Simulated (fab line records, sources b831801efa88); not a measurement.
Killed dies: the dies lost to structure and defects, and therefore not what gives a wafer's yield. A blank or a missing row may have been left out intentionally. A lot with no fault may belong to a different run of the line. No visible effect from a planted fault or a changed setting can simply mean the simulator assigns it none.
A lot that was struck, set against a sound lot || flow sky130 || 35 out of 708 route steps
Sound: wafers L770.1, L770.4, L770.6. Struck: wafers L771.2, L771.5. (L771.4 of the same lot was not struck and is left out.) The cause comes at the end.
At each step with rows: each side's tool, then ch and its chambers, then its first start. Under that, the readings that differ: sound wafers || struck wafers || difference of the means || sigmas: that difference in standard deviations of wafers without a fault.
alike: readings with means less than 2 such deviations apart, plus words and numbers identical on both sides. not compared: withheld readings, readings lacking a value on some wafer, bounds such as >300 that could conceal the same value, and numbers that have no deviation in the record and whose values overlap.
A row with sigmas, a row that says differs or no value, or rows on one side alone: a step with any of these is where the two part. When numbers do not overlap yet have no deviation, they are printed without sigmas and do not part them. A reading missing from all wafers of one side parts the sides only when that side holds two or more wafers.

first, 6 steps without rows for these wafers: SKY_METAL5_HMDS_08 (prime time 60 s); SKY_METAL5_COAT_09 (resist thk 1800 nm); SKY_METAL5_SOFTBAKE_10 (time 60 s); SKY_METAL5_EXPOSE_11 (exposes mask MM5, target cd 1600 nm); SKY_METAL5_PEB_12; SKY_METAL5_DEVELOP_13 (develop time 60 s).
SKY_METAL5_DESCUM_14: chemistry O2, time 11 s.
  sound on rieMetal-01 ch 0,1, day 47 18:23; struck on rieMetal-02 ch 0,1, day 47 21:14
  alike: drypumpMotorCurrentA, oesProductAu, tempC
  not compared: rfHoursCounterH
SKY_METAL5_METAL_ETCH_15: etches the open film in Cl2/BCl3, stops on SiO2, target depth 1260 nm, time 252 s.
  sound on rieMetal-01 ch 0,1, day 47 18:25; struck on rieMetal-02 ch 0,1, day 47 21:16
  alike: bcl3FlowSccm, drypumpMotorCurrentA, oesProductAu, throttleValvePct
  not compared: rfHoursCounterH
then, 4 steps without rows for these wafers: SKY_METAL5_STRIP_16 (strips in O2/N2); SKY_METAL5_STRIP_17 (strips in post etch residue remover, time 1200 s); SKY_METAL5_CLEAN_18 (cleans in IPA, time 180 s); SKY_METAL5_CLEAN_19 (cleans in O3/DIW).
SKY_PASSIVATION_CVD_00: deposits SiO2, target thk 90 nm.
  sound on pecvd-02 ch 1,2, day 47 19:15; struck on pecvd-03 ch 1,2, day 47 22:06
{"reading": "model.SiO2_of_PASSIVATION_CVD_00.thkNm (nm)", "sound": "90.37 91.19 92.01", "struck": "138.8 138.3", "difference": "+47.4", "sigmas": ""}
  alike: heaterPowerW
SKY_PASSIVATION_THK_MEAS_01:
  sound on filmMetro-02, day 47 19:16; struck on filmMetro-04, day 47 22:08
{"reading": "PASSIVATION_CVD_00_THK (nm)", "sound": "90.4 91.2 92.0", "struck": "138.8 138.3", "difference": "+47.4", "sigmas": "+36"}
SKY_PASSIVATION_CVD_02: deposits Si3N4, target thk 540 nm.
  sound on pecvd-03 ch 0,2, day 47 19:20; struck on pecvd-01 ch 1, day 47 22:11
  alike: heaterPowerW
SKY_PASSIVATION_THK_MEAS_03:
  sound on filmMetro-03, day 47 19:34; struck on filmMetro-03, day 47 22:32
  alike: PASSIVATION_CVD_02_THK
then, 7 steps without rows for these wafers: SKY_PASSIVATION_DEHYDRATE_04 (time 60 s); SKY_PASSIVATION_HMDS_05 (prime time 60 s); SKY_PASSIVATION_COAT_06 (resist thk 3000 nm); SKY_PASSIVATION_SOFTBAKE_07; SKY_PASSIVATION_EXPOSE_08 (exposes mask NSM, target cd 3000 nm); SKY_PASSIVATION_PEB_09; SKY_PASSIVATION_DEVELOP_10 (develop time 60 s).
SKY_PASSIVATION_ETCH_11: etches the open film in CF4/O2, stops on AlCu, target depth 725 nm, time 161.1 s.
  sound on rieDiel-01 ch 0,1,2, day 48 14:56; struck on rieDiel-02 ch 0,1, day 48 17:05
{"reading": "oesProductAu (a.u.)", "sound": "0.972 0.979 0.982", "struck": "0.998 1.004", "difference": "+0.023", "sigmas": "+3"}
  alike: O2_flow_sccm, drypumpMotorCurrentA, throttleValvePct
  not compared: rfHoursCounterH, model.PASSIVATION.featureDepthNm, model.etch.depthNm
SKY_PASSIVATION_STRIP_12: strips in O2/N2.
  sound on plasmaAsher-04 ch 1, day 48 15:03; struck on plasmaAsher-04 ch 1, day 48 17:12
{"reading": "stripTimeToEndpointS (s)", "sound": "31.32 31.27 31.41", "struck": "31.70 31.53", "difference": "+0.28", "sigmas": "+2"}
  alike: drypumpMotorCurrentA, oesProductAu
  not compared: rfHoursCounterH
then, 7 steps without rows for these wafers: SKY_PAD_OPEN_DEHYDRATE_00 (time 60 s); SKY_PAD_OPEN_HMDS_01 (prime time 60 s); SKY_PAD_OPEN_COAT_02 (resist thk 3000 nm); SKY_PAD_OPEN_SOFTBAKE_03; SKY_PAD_OPEN_EXPOSE_04 (exposes mask PDM, target cd 60000 nm); SKY_PAD_OPEN_PEB_05; SKY_PAD_OPEN_DEVELOP_06 (develop time 60 s).
SKY_PAD_OPEN_ETCH_07: etches the open film in CF4/O2, stops on AlCu, target depth 725 nm, time 161.1 s.
  sound on rieDiel-01 ch 2,3, day 49 08:28; struck on rieDiel-02 ch 2,3, day 49 10:38
{"reading": "model.PAD_OPEN.featureDepthNm (nm)", "sound": "688.5 702.2 717.1", "struck": "739 722.5", "difference": "+28", "sigmas": ""}
{"reading": "model.etch.depthNm (nm)", "sound": "688.5 702.2 717.1", "struck": "739 722.5", "difference": "+28", "sigmas": ""}
  alike: O2_flow_sccm, drypumpMotorCurrentA, oesProductAu, throttleValvePct
  not compared: rfHoursCounterH
SKY_PAD_OPEN_STRIP_08: strips in O2/N2.
  sound on plasmaAsher-03 ch 0,1, day 49 08:34; struck on plasmaAsher-02 ch 0,1, day 49 10:44
  alike: drypumpMotorCurrentA, oesProductAu, stripTimeToEndpointS
  not compared: rfHoursCounterH
following that, these wafers have no rows for 1 step: SKY_PAD_OPEN_PROBE_99.

WHERE THEY PART
Earliest at SKY_PASSIVATION_THK_MEAS_01; latest, in this record, at SKY_PASSIVATION_STRIP_12. Later steps at which nothing parts them and some readings are alike: SKY_PAD_OPEN_ETCH_07, SKY_PAD_OPEN_STRIP_08.

WHY: the cause the simulator had injected
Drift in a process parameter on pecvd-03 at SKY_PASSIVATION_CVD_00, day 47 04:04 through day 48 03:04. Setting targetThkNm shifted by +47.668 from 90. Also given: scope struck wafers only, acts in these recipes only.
